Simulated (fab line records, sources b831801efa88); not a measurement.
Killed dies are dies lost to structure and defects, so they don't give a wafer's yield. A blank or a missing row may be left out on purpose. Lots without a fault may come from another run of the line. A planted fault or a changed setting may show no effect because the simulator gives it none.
Which tool did it? | flow sky130 | 6 lots, 17 wafers sampled, at 3 steps of a route of 708

WHAT THE GAUGES READ, wafer by wafer
SKY_VIA4_OVL_MEAS_11.
lot  | measured     | on         | VIA4_OVL (nm)
L226 | day 43 08:57 | overlay-01 | 3.5 1.8 3.1
L229 | day 44 03:13 | overlay-02 | -0.6 1.0 0.4
L231 | day 44 20:06 | overlay-01 | 1.0 2.2 0.3
L233 | day 45 04:42 | overlay-02 | 5.1 2.9 4.1
L242 | day 47 13:58 | overlay-02 | -0.1 -0.5
L246 | day 48 07:10 | overlay-02 | -0.6 0.0 -0.1

WHICH TOOL RAN EACH LOT (tool, then ch and the chambers of the sampled wafers, then the start)
lot  | SKY_METAL4_ETCH_17                 | SKY_VIA4_DEVELOP_10
L226 | rie_diel-03 ch 0,3, day 42 07:58   | litho_track-01 ch 0, day 43 08:48
L229 | rie_diel-03 ch 0,3, day 43 03:08   | litho_track-01 ch 0, day 44 03:06
L231 | rie_diel-03 ch 0,1,3, day 43 20:52 | litho_track-01 ch 0, day 44 19:57
L233 | rie_diel-03 ch 0,2, day 44 05:26   | litho_track-04 ch 0, day 45 04:33
L242 | rie_diel-02 ch 2,3, day 46 16:05   | litho_track-04 ch 0, day 47 13:51
L246 | rie_diel-02 ch 0,1,3, day 47 10:56 | litho_track-03 ch 0, day 48 07:02
- SKY_METAL4_ETCH_17: etches SiO2 in C4F8/O2/Ar, stops on TiN, time 3.9 s, target depth 15 nm.
- SKY_VIA4_DEVELOP_10: develop time 60 s.

THE ANSWER, worked out from the rows above alone
Rule: what is usual is taken from the lots themselves. Put in order of their means at a reading, lots are off if they are a third of the lots or fewer, leave a main group of 4 or more, and stand apart from it by a gap of 3 or more times the standard deviation of the main group's means; of several such gaps the widest counts. A main group whose means are all the same, to the digits that the tables above print for the reading, isn't used. A lot without any number at a reading at which 4 lots or more have one is off too. The other lots that the step has rows for count as sound.
No lot is off at any reading shown: from this, nothing can be told.

WHAT THE SIMULATOR HAD PUT IN
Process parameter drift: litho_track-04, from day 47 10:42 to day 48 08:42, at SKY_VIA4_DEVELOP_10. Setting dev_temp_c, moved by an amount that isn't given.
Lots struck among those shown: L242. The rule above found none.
